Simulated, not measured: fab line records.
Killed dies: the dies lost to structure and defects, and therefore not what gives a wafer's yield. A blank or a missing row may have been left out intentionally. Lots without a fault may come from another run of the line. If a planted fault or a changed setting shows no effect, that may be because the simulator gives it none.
fab line records	flow sky130
record: lots: 24	wafers: 72	last-day: 50
route steps=708 shown VIA3@575 METAL4@631 METAL5@664
lots that met no fault: taken from a fault-free run of the same line
start-h: hours from the record's opening day to when the first of the lot's shown wafers began	wait-h: time in hours since the lot's previous step	" unchanged from the row above	L1.1+2: a single row standing in for several wafers	- no value, or no start was given	* or withheld: withheld	< > ~ a bound
route shown NAME@n: NAME is a module with steps in the file, n the number in the route of the first one	usual: mean/standard deviation taken from wafers without a fault	same: alike in all rows	chamber/n: place in a boat	sites: readings site by site	_std_site: the values' standard deviation	_edge_site: inner sites' mean taken away from outer sites' mean	radius-mm: how far each site lies from the wafer's centre	mask NAME#n: copy n	behind: tool/chamber where the wafer was last shaped	hold: why the lot was held/for how many hours/how that ended	device: the n, p or np transistor that did not switch	end of line: at the end of the route, the tests of the same wafers	a step with no rows: only its recipe	killed: the dies lost at the first sort to structure and to defects; this is not the yield of the wafer	map: shows each die of a wafer: x if killed, . if not, _ if none is there
set.NAME: the setting that was run; set.NAME@STEP: the one run at that earlier step	model.NAME: the simulator's own value behind a step, which no gauge read
a sample of lots followed through the steps of the route, with each step as a table and each wafer as a row
services: a tool's chamber out of use, with start hour (start-h, from the record's first day; less than 0 if before it), hours out, and reason
== steps ==
step: SKY_VIA3_CMP_02
recipe: material: SiO2	down-force-psi: 4	platen-rpm: 60	pad-velocity-m-s: 0.94248
usual: edge-zone-pressure-frac: 1.000/0.0047	head-pressure-psi: 4.000/0.0093	motor-current-A: 11.9/1.2	retaining-ring-pressure-frac: 1.000/0.0044	slurry-flow-ml-min: 150.0/0.49
lot.wafer	tool	chamber	start-h	wait-h	edge-zone-pressure-frac	head-pressure-psi	motor-current-A	retaining-ring-pressure-frac	slurry-flow-ml-min
L074.3	cmp-02	3	910.36	0.0	1.002	3.996	9.5	1.003	150.2
L074.2	"	1	"	"	1.000	3.998	12.8	1.009	149.0
L074.1	"	2	"	"	0.998	4.004	14.1	0.998	150.4
L075.4	cmp-02	0	915.03	0.0	1.004	4.024	10.8	0.998	149.9
L075.1	"	2	"	"	1.005	4.011	13.6	1.003	149.9
L075.5	"	0	"	"	0.999	4.015	11.4	1.003	149.8
L076.4	cmp-01	2	920.77	0.2	0.997	4.004	11.7	1.006	149.5
L076.6	"	3	"	"	0.999	4.010	13.1	0.994	149.8
L076.5	"	0	"	"	1.003	3.990	12.2	1.005	150.3
L077.4	cmp-02	3	934.37	0.1	1.005	4.000	9.5	0.996	150.5
L077.1	"	1	"	"	1.000	3.996	12.7	1.001	149.5
L077.5	"	2	"	"	1.001	4.003	13.4	0.999	150.3
L078.3	cmp-02	0	936.69	0.2	1.002	4.005	10.9	1.005	150.4
L078.6	"	3	"	"	1.005	3.983	9.7	0.992	150.4
L078.5	"	0	"	"	0.995	4.022	11.5	1.005	149.8
L079.4	cmp-01	1	944.35	0.0	1.005	4.003	12.5	1.016	149.7
L079.3	"	3	"	"	0.998	4.020	12.3	1.002	150.2
L079.1	"	0	"	"	1.002	3.985	11.7	1.003	150.5
L080.1	cmp-01	1	955.70	0.1	1.005	4.004	11.8	1.001	149.5
L080.4	"	2	"	"	0.998	4.006	12.0	0.999	149.9
L080.2	"	3	"	"	1.006	4.001	12.6	1.000	150.1
L081.3	cmp-01	2	962.32	0.1	0.999	3.995	11.7	0.993	150.0
L081.6	"	1	"	"	0.999	4.013	12.1	1.001	150.6
L081.5	"	2	"	"	1.002	3.987	12.9	0.995	149.7
L082.3	cmp-01	1	964.60	0.1	1.009	3.996	11.8	0.996	150.6
L082.1	"	3	"	"	1.004	3.997	12.2	1.001	150.5
L082.5	"	0	"	"	1.001	3.996	11.3	1.003	150.1
L083.1	cmp-02	1	968.10	0.1	1.007	4.006	13.5	1.000	149.2
L083.2	"	2	"	"	0.999	3.993	13.8	1.000	149.9
L083.4	"	0	"	"	0.996	3.988	11.5	1.002	149.7
L084.2	cmp-02	1	984.76	0.0	1.000	3.982	12.7	0.997	148.5
L084.3	"	2	"	"	1.002	4.013	12.7	0.999	150.2
L084.4	"	3	"	"	1.000	4.012	9.1	0.996	149.5
L085.3	cmp-01	3	987.45	0.1	0.999	4.003	12.4	1.005	150.0
L085.2	"	0	"	"	1.007	4.001	12.4	1.000	150.5
L085.5	"	3	"	"	1.006	4.015	13.0	1.006	149.6
L086.3	cmp-01	1	995.00	0.1	1.004	3.993	12.2	1.009	149.9
L086.1	"	2	"	"	0.998	3.991	11.7	1.008	149.9
L086.6	"	1	"	"	1.000	4.010	12.2	1.002	150.1
L087.4	cmp-02	2	1004.20	0.0	0.995	3.989	13.8	1.003	149.7
L087.1	"	3	"	"	1.003	3.999	9.6	0.998	149.9
L087.5	"	2	"	"	1.003	3.993	13.5	0.997	149.6
L088.4	cmp-01	1	1009.36	0.1	0.997	4.015	12.3	0.994	149.3
L088.2	"	2	"	"	0.998	3.978	11.3	0.990	150.6
L088.6	"	0	"	"	1.012	4.005	11.6	0.998	150.4
L089.4	cmp-01	0	1014.44	0.2	1.003	3.990	11.5	0.998	149.8
L089.5	"	1	"	"	1.001	4.009	12.2	1.005	150.6
L089.6	"	2	"	"	1.001	3.988	12.0	0.997	150.2
L090.3	cmp-02	0	1021.56	0.0	0.991	4.003	11.5	0.999	150.4
L090.1	"	3	"	"	0.993	3.995	9.4	0.998	149.9
L090.6	"	0	"	"	1.003	3.990	11.3	0.998	150.8
L091.3	cmp-01	3	1027.81	0.0	1.000	4.018	12.7	1.007	149.9
L091.1	"	1	"	"	1.004	4.007	12.6	0.998	150.5
L091.4	"	2	"	"	1.004	4.001	11.7	0.994	149.6
L092.1	cmp-01	3	1034.55	0.1	1.008	4.002	12.2	0.993	150.4
L092.2	"	0	"	"	0.994	4.007	11.4	0.996	149.5
L092.6	"	3	"	"	1.000	3.985	13.0	0.997	150.2
L093.4	cmp-01	0	1041.22	0.0	0.997	3.988	11.5	0.999	150.2
L093.3	"	1	"	"	1.000	3.992	12.0	1.007	148.9
L093.5	"	0	"	"	1.010	4.003	11.1	1.003	150.2
L094.2	cmp-02	1	1042.05	0.1	1.007	3.998	12.7	1.005	150.9
L094.4	"	2	"	"	0.997	4.014	14.2	1.001	150.2
L094.5	"	1	"	"	0.993	3.989	12.4	0.998	150.6
L095.3	cmp-01	3	1048.69	0.0	1.005	3.992	12.1	0.995	149.8
L095.2	"	1	"	"	1.000	4.004	12.2	1.007	150.1
L095.4	"	2	"	"	0.998	3.994	11.6	0.998	149.2
L096.3	cmp-02	3	1054.41	0.0	1.000	4.014	9.3	0.992	150.1
L096.4	"	1	"	"	0.995	4.010	13.1	1.008	149.1
L096.2	"	2	"	"	0.993	4.007	14.0	1.001	149.5
L097.2	cmp-02	2	1063.18	0.0	1.001	3.995	14.1	1.000	150.2
L097.4	"	1	"	"	1.004	3.994	13.1	1.005	150.8
L097.6	"	3	"	"	0.999	3.992	9.1	1.002	150.1
step: SKY_VIA3_BOW_MEAS_03
recipe: mode: bow
usual: VIA3_BOW: 81/7.6
lot.wafer	tool	chamber	start-h	wait-h	VIA3_BOW[um]
L074.1	film-metro-03	-	910.66	0.1	90
L074.2	"	-	"	"	83
L074.3	"	-	"	"	88
L075.1	film-metro-03	-	915.33	0.1	85
L075.4	"	-	"	"	81
L075.5	"	-	"	"	77
L076.4	film-metro-04	-	920.98	0.2	75
L076.5	"	-	"	"	84
L076.6	"	-	"	"	76
L077.1	film-metro-03	-	934.62	0.1	85
L077.4	"	-	"	"	88
L077.5	"	-	"	"	96
L078.3	film-metro-03	-	936.98	0.2	89
L078.5	"	-	"	"	89
L078.6	"	-	"	"	87
L079.1	film-metro-04	-	944.65	0.1	86
L079.3	"	-	"	"	83
L079.4	"	-	"	"	77
L080.1	film-metro-01	-	956.00	0.2	83
L080.2	"	-	"	"	88
L080.4	"	-	"	"	70
L081.3	film-metro-04	-	962.61	0.2	81
L081.5	"	-	"	"	83
L081.6	"	-	"	"	88
L082.1	film-metro-01	-	964.85	0.1	91
L082.3	"	-	"	"	78
L082.5	"	-	"	"	100
L083.1	film-metro-04	-	968.40	0.2	73
L083.2	"	-	"	"	86
L083.4	"	-	"	"	81
L084.2	film-metro-03	-	985.08	0.3	85
L084.3	"	-	"	"	84
L084.4	"	-	"	"	73
L085.2	film-metro-01	-	987.72	0.2	83
L085.3	"	-	"	"	82
L085.5	"	-	"	"	83
L086.1	film-metro-03	-	995.25	0.1	89
L086.3	"	-	"	"	82
L086.6	"	-	"	"	91
L087.1	film-metro-03	-	1004.50	0.2	58
L087.4	"	-	"	"	85
L087.5	"	-	"	"	69
L088.2	film-metro-01	-	1009.58	0.1	75
L088.4	"	-	"	"	82
L088.6	"	-	"	"	84
L089.4	film-metro-01	-	1014.65	0.2	88
L089.5	"	-	"	"	85
L089.6	"	-	"	"	79
L090.1	film-metro-01	-	1021.86	0.1	89
L090.3	"	-	"	"	86
L090.6	"	-	"	"	94
L091.1	film-metro-04	-	1028.11	0.1	73
L091.3	"	-	"	"	81
L091.4	"	-	"	"	81
L092.1	film-metro-03	-	1034.80	0.2	88
L092.2	"	-	"	"	81
L092.6	"	-	"	"	87
L093.3	film-metro-04	-	1041.56	0.2	77
L093.4	"	-	"	"	78
L093.5	"	-	"	"	77
L094.2	film-metro-04	-	1042.32	0.2	77
L094.4	"	-	"	"	71
L094.5	"	-	"	"	79
L095.2	film-metro-04	-	1049.01	0.2	90
L095.3	"	-	"	"	82
L095.4	"	-	"	"	82
L096.2	film-metro-04	-	1054.73	0.1	83
L096.3	"	-	"	"	79
L096.4	"	-	"	"	83
L097.2	film-metro-01	-	1063.50	0.3	80
L097.4	"	-	"	"	81
L097.6	"	-	"	"	73
step: SKY_METAL4_DESCUM_15
recipe: chemistry: O2	source-power-w: 150	bias-power-w: 0	pressure-mtorr: 10	temp-c: 40	time-s: 8
usual: drypump-motor-current-A: 5.7/0.3	oes-product-au: 1.004/0.015
same: time-s: 8
lot.wafer	tool	chamber	start-h	wait-h	drypump-motor-current-A	oes-product-au	rf-hours-counter-h
L074.1	rie-metal-03	1	987.66	0.0	5.7	0.989	5
L074.2	"	0	"	"	5.4	0.998	16
L074.3	"	0	"	"	5.4	1.001	-
L075.1	rie-metal-04	1	991.83	0.0	5.8	1.026	20
L075.4	"	1	"	"	5.8	1.034	-
L075.5	"	0	"	"	6.2	1.007	-
L076.4	rie-metal-01	0	996.71	0.0	5.9	1.003	-
L076.5	"	0	"	"	5.9	1.006	-
L076.6	"	1	"	"	5.4	1.015	-
L077.1	rie-metal-01	1	1009.26	0.0	5.4	1.021	11
L077.4	"	0	"	"	5.9	0.986	-
L077.5	"	0	"	"	6.0	1.001	-
L078.3	rie-metal-01	0	1011.01	0.0	5.9	0.994	-
L078.5	"	0	"	"	5.9	0.993	-
L078.6	"	1	"	"	5.4	1.017	-
L079.1	rie-metal-03	0	1018.26	0.0	5.4	0.989	18
L079.3	"	1	"	"	5.8	0.970	-
L079.4	"	0	"	"	5.4	0.989	-
L080.1	rie-metal-04	1	1028.73	0.0	5.8	1.024	0
L080.2	"	0	"	"	6.3	1.003	17
L080.4	"	0	"	"	6.3	1.007	-
L081.3	rie-metal-03	1	1035.72	0.0	5.8	0.978	-
L081.5	"	1	"	"	5.8	0.977	-
L081.6	"	0	"	"	5.3	1.005	-
L082.1	rie-metal-03	1	1037.30	0.0	5.8	0.980	8
L082.3	"	0	"	"	5.3	1.017	-
L082.5	"	1	"	"	5.8	0.983	-
L083.1	rie-metal-04	0	1041.16	0.0	6.3	1.003	18
L083.2	"	1	"	"	5.8	1.024	1
L083.4	"	0	"	"	6.3	1.003	-
L084.2	rie-metal-03	0	1056.03	0.0	5.4	1.009	20
L084.3	"	0	"	"	5.4	1.016	-
L084.4	"	1	"	"	5.8	0.988	-
L085.2	rie-metal-03	0	1058.06	0.0	5.4	1.017	21
L085.3	"	0	"	"	5.4	1.019	-
L085.5	"	0	"	"	5.4	1.015	-
L086.1	rie-metal-01	0	1065.60	0.0	5.9	1.005	12
L086.3	"	1	"	"	5.4	1.017	-
L086.6	"	1	"	"	5.4	1.029	-
L087.1	rie-metal-03	0	1073.91	0.0	5.4	1.005	22
L087.4	"	1	"	"	5.8	0.989	-
L087.5	"	0	"	"	5.3	1.010	-
L088.2	rie-metal-01	1	1078.25	0.0	5.4	1.023	16
L088.4	"	1	"	"	5.4	1.021	-
L088.6	"	0	"	"	5.9	1.004	-
L089.4	rie-metal-01	1	1083.31	0.0	5.4	1.037	-
L089.5	"	1	"	"	5.4	1.033	-
L089.6	"	0	"	"	5.9	0.998	-
L090.1	rie-metal-04	1	1089.88	0.0	5.8	1.030	3
L090.3	"	0	"	"	6.3	0.995	-
L090.6	"	1	"	"	5.8	1.026	-
L091.1	rie-metal-04	0	1095.96	0.0	6.2	0.993	21
L091.3	"	0	"	"	6.3	1.000	-
L091.4	"	1	"	"	5.8	1.018	-
L092.1	rie-metal-03	0	1101.01	0.0	5.4	1.008	24
L092.2	"	1	"	"	5.8	0.989	13
L092.6	"	1	"	"	5.8	0.978	-
L093.3	rie-metal-03	1	1108.34	0.0	5.8	0.979	-
L093.4	"	0	"	"	5.4	1.008	-
L093.5	"	0	"	"	5.4	0.999	-
L094.2	rie-metal-03	0	1108.68	0.0	5.3	1.007	25
L094.4	"	1	"	"	5.8	0.981	-
L094.5	"	0	"	"	5.4	1.006	-
L095.2	rie-metal-04	0	1114.81	0.0	6.3	0.990	22
L095.3	"	0	"	"	6.3	1.007	-
L095.4	"	1	"	"	5.8	1.023	-
L096.2	rie-metal-03	0	1120.63	0.0	5.4	1.013	26
L096.3	"	1	"	"	5.7	0.980	-
L096.4	"	0	"	"	5.3	1.016	-
L097.2	rie-metal-04	0	1128.50	0.0	6.3	0.991	23
L097.4	"	0	"	"	6.2	1.003	-
L097.6	"	1	"	"	5.8	1.015	-
step: SKY_METAL5_SPUTTER_03
recipe: material: Ti	target-thk-nm: 5	power-w: 3000	time-s: 3.3	chamber-pressure-pa: 0.4
usual: throttle-valve-pct: 30.1/0.81
same: time-s: 3.3
lot.wafer	tool	chamber	start-h	wait-h	throttle-valve-pct
L074.1	pvd-sputter-01	-	1013.74	0.0	29.1
L074.2	"	-	"	"	29.4
L074.3	"	-	"	"	30.5
L075.1	pvd-sputter-01	-	1018.54	0.0	30.1
L075.4	"	-	"	"	30.4
L075.5	"	-	"	"	29.1
L076.4	pvd-sputter-02	-	1022.20	0.0	30.3
L076.5	"	-	"	"	31.2
L076.6	"	-	"	"	30.4
L077.1	pvd-sputter-02	-	1035.16	0.0	30.5
L077.4	"	-	"	"	30.0
L077.5	"	-	"	"	30.1
L078.3	pvd-sputter-03	-	1036.80	0.0	28.7
L078.5	"	-	"	"	30.7
L078.6	"	-	"	"	30.6
L079.1	pvd-sputter-01	-	1044.52	0.0	29.3
L079.3	"	-	"	"	29.4
L079.4	"	-	"	"	29.7
L080.1	pvd-sputter-03	-	1053.60	0.0	28.4
L080.2	"	-	"	"	30.8
L080.4	"	-	"	"	30.7
L081.3	pvd-sputter-01	-	1061.09	0.0	29.3
L081.5	"	-	"	"	29.4
L081.6	"	-	"	"	30.0
L082.1	pvd-sputter-03	-	1062.40	0.0	30.6
L082.3	"	-	"	"	28.8
L082.5	"	-	"	"	30.4
L083.1	pvd-sputter-03	-	1065.81	0.0	28.7
L083.2	"	-	"	"	28.5
L083.4	"	-	"	"	30.3
L084.2	pvd-sputter-02	-	1081.34	0.0	31.3
L084.3	"	-	"	"	30.3
L084.4	"	-	"	"	30.7
L085.2	pvd-sputter-03	-	1082.72	0.0	30.8
L085.3	"	-	"	"	28.8
L085.5	"	-	"	"	28.9
L086.1	pvd-sputter-02	-	1089.83	0.0	31.2
L086.3	"	-	"	"	30.6
L086.6	"	-	"	"	30.6
L087.1	pvd-sputter-01	-	1098.15	0.0	30.4
L087.4	"	-	"	"	29.1
L087.5	"	-	"	"	29.3
L088.2	pvd-sputter-01	-	1101.34	0.0	30.2
L088.4	"	-	"	"	30.5
L088.6	"	-	"	"	29.0
L089.4	pvd-sputter-01	-	1106.91	0.0	29.1
L089.5	"	-	"	"	30.2
L089.6	"	-	"	"	30.5
L090.1	pvd-sputter-01	-	1113.25	0.0	30.0
L090.3	"	-	"	"	29.3
L090.6	"	-	"	"	29.2
L091.1	pvd-sputter-02	-	1119.46	0.0	31.3
L091.3	"	-	"	"	30.8
L091.4	"	-	"	"	31.1
L092.1	pvd-sputter-01	-	1123.83	0.0	29.3
L092.2	"	-	"	"	29.9
L092.6	"	-	"	"	30.4
L093.3	pvd-sputter-02	-	1131.39	0.0	31.5
L093.4	"	-	"	"	30.7
L093.5	"	-	"	"	31.2
L094.2	pvd-sputter-01	-	1132.14	0.0	29.4
L094.4	"	-	"	"	29.3
L094.5	"	-	"	"	30.0
L095.2	pvd-sputter-01	-	1137.02	0.0	29.4
L095.3	"	-	"	"	28.9
L095.4	"	-	"	"	30.1
L096.2	pvd-sputter-01	-	1142.63	0.0	29.2
L096.3	"	-	"	"	30.4
L096.4	"	-	"	"	30.2
L097.2	pvd-sputter-02	-	1150.94	0.0	30.7
L097.4	"	-	"	"	30.4
L097.6	"	-	"	"	31.1
step: SKY_METAL5_METAL_ETCH_15
recipe: target-depth-a: 12600	stop-on: SiO2	over-etch-frac: 0.2	time-s: 252	chemistry: Cl2/BCl3	resist-sidewall-deg: 86	pressure-mtorr: 10	icp-w: 900	bias-w: 48.5	Cl2_flow_sccm: 60	bcl3-flow-sccm: 30
usual: drypump-motor-current-A: 5.77/0.26	oes-product-au: 0.895/0.0051	throttle-valve-pct: 22.264/0.0082
same: time-s: 252
lot.wafer	tool	chamber	start-h	wait-h	drypump-motor-current-A	oes-product-au	rf-hours-counter-h	throttle-valve-pct
L074.1	rie-metal-02	0	1036.14	0.0	5.59	0.907	10	22.261
L074.2	"	1	"	"	5.99	0.896	19	22.259
L074.3	"	1	"	"	6.00	0.895	-	22.278
L075.1	rie-metal-02	1	1041.21	0.0	6.00	0.891	19	22.263
L075.4	"	0	"	"	5.62	0.898	-	22.267
L075.5	"	0	"	"	5.61	0.898	-	22.253
L076.4	rie-metal-04	1	1044.14	0.1	5.77	0.892	-	22.272
L076.5	"	1	"	"	5.77	0.889	-	22.283
L076.6	"	0	"	"	6.27	0.898	-	22.267
L077.1	rie-metal-02	1	1057.04	0.0	5.97	0.889	20	22.257
L077.4	"	0	"	"	5.60	0.897	-	22.254
L077.5	"	1	"	"	5.98	0.896	-	22.267
L078.3	rie-metal-03	1	1059.26	0.1	5.77	0.890	-	22.262
L078.5	"	0	"	"	5.35	0.890	-	22.262
L078.6	"	1	"	"	5.77	0.891	-	22.255
L079.1	rie-metal-02	1	1066.19	0.0	5.99	0.907	21	22.253
L079.3	"	0	"	"	5.62	0.897	-	22.252
L079.4	"	1	"	"	5.98	0.899	-	22.277
L080.1	rie-metal-03	1	1075.49	0.0	5.77	0.898	11	22.260
L080.2	"	0	"	"	5.38	0.904	22	22.260
L080.4	"	1	"	"	5.77	0.897	-	22.270
L081.3	rie-metal-04	1	1082.81	0.1	5.78	0.888	-	22.268
L081.5	"	1	"	"	5.78	0.901	-	22.267
L081.6	"	0	"	"	6.26	0.890	-	22.249
L082.1	rie-metal-04	0	1084.14	0.0	6.25	0.888	20	22.258
L082.3	"	1	"	"	5.76	0.886	-	22.273
L082.5	"	1	"	"	5.78	0.904	-	22.265
L083.1	rie-metal-03	0	1087.76	0.0	5.35	0.892	23	22.250
L083.2	"	1	"	"	5.81	0.893	12	22.263
L083.4	"	0	"	"	5.34	0.900	-	22.267
L084.2	rie-metal-02	1	1101.19	0.0	5.99	0.904	23	22.267
L084.3	"	0	"	"	5.63	0.888	-	22.277
L084.4	"	1	"	"	5.99	0.898	-	22.267
L085.2	rie-metal-03	0	1103.49	0.0	5.36	0.899	24	22.264
L085.3	"	0	"	"	5.38	0.892	-	22.257
L085.5	"	0	"	"	5.36	0.885	-	22.255
L086.1	rie-metal-02	1	1109.84	0.0	5.99	0.891	24	22.269
L086.3	"	0	"	"	5.64	0.901	-	22.277
L086.6	"	1	"	"	5.99	0.893	-	22.259
L087.1	rie-metal-02	1	1118.44	0.0	5.98	0.897	24	22.272
L087.4	"	1	"	"	5.99	0.899	-	22.249
L087.5	"	0	"	"	5.59	0.893	-	22.267
L088.2	rie-metal-02	0	1121.29	0.0	5.60	0.899	16	22.268
L088.4	"	1	"	"	5.98	0.897	-	22.256
L088.6	"	1	"	"	5.99	0.892	-	22.263
L089.4	rie-metal-03	0	1126.46	0.1	5.36	0.895	-	22.264
L089.5	"	0	"	"	5.37	0.891	-	22.260
L089.6	"	1	"	"	5.78	0.896	-	22.264
L090.1	rie-metal-03	1	1133.04	0.0	5.76	0.902	16	22.283
L090.3	"	1	"	"	5.78	0.897	-	22.261
L090.6	"	0	"	"	5.39	0.897	-	22.270
L091.1	rie-metal-04	0	1138.74	0.0	6.27	0.900	24	22.279
L091.3	"	0	"	"	6.25	0.892	-	22.266
L091.4	"	1	"	"	5.77	0.889	-	22.266
L092.1	rie-metal-02	0	1143.39	0.0	5.62	0.894	18	22.270
L092.2	"	1	"	"	6.00	0.888	27	22.259
L092.6	"	1	"	"	5.99	0.893	-	22.262
L093.3	rie-metal-02	0	1150.09	0.1	5.60	0.896	-	22.277
L093.4	"	1	"	"	6.00	0.893	-	22.284
L093.5	"	1	"	"	5.98	0.891	-	22.266
L094.2	rie-metal-03	1	1150.09	0.0	5.79	0.903	17	22.266
L094.4	"	1	"	"	5.77	0.896	-	22.259
L094.5	"	0	"	"	5.35	0.892	-	22.269
L095.2	rie-metal-03	1	1154.96	0.0	5.80	0.895	18	22.242
L095.3	"	0	"	"	5.37	0.903	-	22.267
L095.4	"	1	"	"	5.81	0.908	-	22.272
L096.2	rie-metal-04	0	1160.94	0.0	6.25	0.903	25	22.259
L096.3	"	0	"	"	6.25	0.891	-	22.270
L096.4	"	1	"	"	5.79	0.895	-	22.260
L097.2	rie-metal-02	1	1168.21	0.0	6.01	0.895	29	22.263
L097.4	"	0	"	"	5.62	0.888	-	22.269
L097.6	"	1	"	"	5.99	0.895	-	22.260
step: SKY_METAL5_STRIP_16
recipe: chemistry: O2/N2	power-w: 1400	pressure-mtorr: 1500	platen-temp-c: withheld	o2-flow-sccm: 3000	n2-flow-sccm: 300	overash-fraction: 0.5
usual: drypump-motor-current-A: 5.6/0.36	oes-product-au: 0.710/0.0048	strip-time-to-endpoint-s: 13.12/0.18
lot.wafer	tool	chamber	start-h	wait-h	drypump-motor-current-A	oes-product-au	rf-hours-counter-h	strip-time-to-endpoint-s
L074.1	plasma-asher-01	1	1036.38	0.2	5.8	0.709	95	13.13
L074.2	"	0	"	"	5.9	0.705	95	13.09
L074.3	"	1	"	"	5.8	0.706	-	13.12
L075.1	plasma-asher-01	1	1041.44	0.2	5.8	0.714	95	13.22
L075.4	"	0	"	"	5.8	0.714	-	13.21
L075.5	"	0	"	"	5.9	0.714	-	13.22
L076.4	plasma-asher-04	1	1044.33	0.1	5.0	0.712	-	12.72
L076.5	"	0	"	"	5.7	0.704	-	12.63
L076.6	"	1	"	"	5.0	0.708	-	12.97
L077.1	plasma-asher-01	0	1057.28	0.2	5.9	0.714	97	13.36
L077.4	"	1	"	"	5.8	0.713	-	13.39
L077.5	"	0	"	"	5.9	0.712	-	13.29
L078.3	plasma-asher-04	0	1059.45	0.1	5.7	0.712	-	13.23
L078.5	"	0	"	"	5.8	0.710	-	13.05
L078.6	"	1	"	"	5.0	0.717	-	13.36
L079.1	plasma-asher-04	0	1066.42	0.2	5.7	0.711	68	13.24
L079.3	"	1	"	"	5.1	0.711	-	13.23
L079.4	"	0	"	"	5.7	0.704	-	13.21
L080.1	plasma-asher-01	0	1075.72	0.2	5.8	0.709	99	13.27
L080.2	"	1	"	"	5.8	0.706	99	13.11
L080.4	"	1	"	"	5.8	0.716	-	13.34
L081.3	plasma-asher-04	0	1083.00	0.1	5.7	0.714	-	12.75
L081.5	"	1	"	"	5.0	0.704	-	12.73
L081.6	"	0	"	"	5.7	0.716	-	12.95
L082.1	plasma-asher-04	1	1084.37	0.2	5.0	0.709	70	13.03
L082.3	"	1	"	"	5.0	0.707	-	12.82
L082.5	"	1	"	"	5.0	0.711	-	12.78
L083.1	plasma-asher-04	1	1087.99	0.2	5.0	0.716	71	13.10
L083.2	"	0	"	"	5.7	0.718	71	13.27
L083.4	"	1	"	"	5.0	0.712	-	12.97
L084.2	plasma-asher-04	1	1101.42	0.2	5.1	0.711	72	13.18
L084.3	"	0	"	"	5.7	0.714	-	13.25
L084.4	"	1	"	"	5.0	0.716	-	13.15
L085.2	plasma-asher-04	0	1103.72	0.2	5.7	0.713	73	13.00
L085.3	"	0	"	"	5.7	0.713	-	13.06
L085.5	"	0	"	"	5.7	0.706	-	13.07
L086.1	plasma-asher-04	1	1110.07	0.2	5.0	0.713	73	13.17
L086.3	"	1	"	"	5.1	0.714	-	13.22
L086.6	"	1	"	"	5.1	0.713	-	13.24
L087.1	plasma-asher-04	1	1118.67	0.2	5.0	0.715	75	13.33
L087.4	"	0	"	"	5.7	0.711	-	13.17
L087.5	"	0	"	"	5.7	0.715	-	13.33
L088.2	plasma-asher-04	0	1121.52	0.2	5.7	0.714	75	13.26
L088.4	"	0	"	"	5.7	0.712	-	13.22
L088.6	"	1	"	"	5.0	0.698	-	13.23
L089.4	plasma-asher-04	0	1126.65	0.1	5.7	0.708	-	12.87
L089.5	"	1	"	"	5.1	0.711	-	12.88
L089.6	"	0	"	"	5.7	0.715	-	13.18
L090.1	plasma-asher-04	0	1133.27	0.2	5.7	0.707	76	13.37
L090.3	"	1	"	"	5.0	0.704	-	13.26
L090.6	"	0	"	"	5.7	0.712	-	12.99
L091.1	plasma-asher-01	0	1138.97	0.2	5.9	0.710	107	13.16
L091.3	"	1	"	"	5.8	0.709	-	13.01
L091.4	"	0	"	"	5.9	0.715	-	12.86
L092.1	plasma-asher-01	0	1143.62	0.2	5.9	0.710	108	13.10
L092.2	"	1	"	"	5.8	0.711	108	13.23
L092.6	"	0	"	"	5.8	0.702	-	13.18
L093.3	plasma-asher-04	1	1150.28	0.1	5.0	0.715	-	13.20
L093.4	"	0	"	"	5.7	0.720	-	13.21
L093.5	"	0	"	"	5.7	0.714	-	13.27
L094.2	plasma-asher-01	0	1150.33	0.2	5.9	0.710	108	13.25
L094.4	"	0	"	"	5.9	0.708	-	13.18
L094.5	"	0	"	"	5.9	0.712	-	12.80
L095.2	plasma-asher-02	1	1155.19	0.2	5.7	0.709	1	13.24
L095.3	"	0	"	"	6.0	0.700	-	12.80
L095.4	"	1	"	"	5.7	0.713	-	13.25
L096.2	plasma-asher-01	1	1161.18	0.2	5.8	0.706	109	13.13
L096.3	"	1	"	"	5.8	0.714	-	13.22
L096.4	"	0	"	"	5.9	0.712	-	12.83
L097.2	plasma-asher-02	1	1168.44	0.2	5.7	0.707	2	13.12
L097.4	"	1	"	"	5.7	0.710	-	13.20
L097.6	"	0	"	"	6.0	0.699	-	13.15
== services ==
tool	chamber	start-h	hours	kind
cmp-01	-	912.00	4.0	pm
pvd-sputter-01	-	918.66	5.4	repair
pvd-sputter-01	-	922.28	7.5	repair
cmp-02	-	924.56	2.2	repair
cmp-01	-	936.42	0.9	repair
plasma-asher-04	-	940.73	9.9	repair
rie-metal-03	-	965.93	0.4	repair
rie-metal-02	-	985.62	0.2	repair
rie-metal-03	-	988.33	2.8	pm
rie-metal-04	1	992.68	13.4	repair
cmp-01	-	997.92	0.6	repair
cmp-02	-	1013.08	3.8	pm
cmp-02	-	1023.78	3.6	repair
rie-metal-03	-	1033.48	1.4	pm
cmp-01	-	1041.56	0.9	repair
cmp-01	-	1062.86	0.3	repair
rie-metal-04	-	1064.25	10.0	pm
pvd-sputter-01	-	1105.74	0.7	repair
cmp-01	-	1132.04	6.7	pm
cmp-01	-	1140.53	6.4	pm
rie-metal-04	-	1147.36	2.8	pm
cmp-01	-	1148.91	0.4	repair
cmp-01	-	1156.91	0.3	repair
cmp-01	-	1167.83	3.8	repair
== key ==
fault none
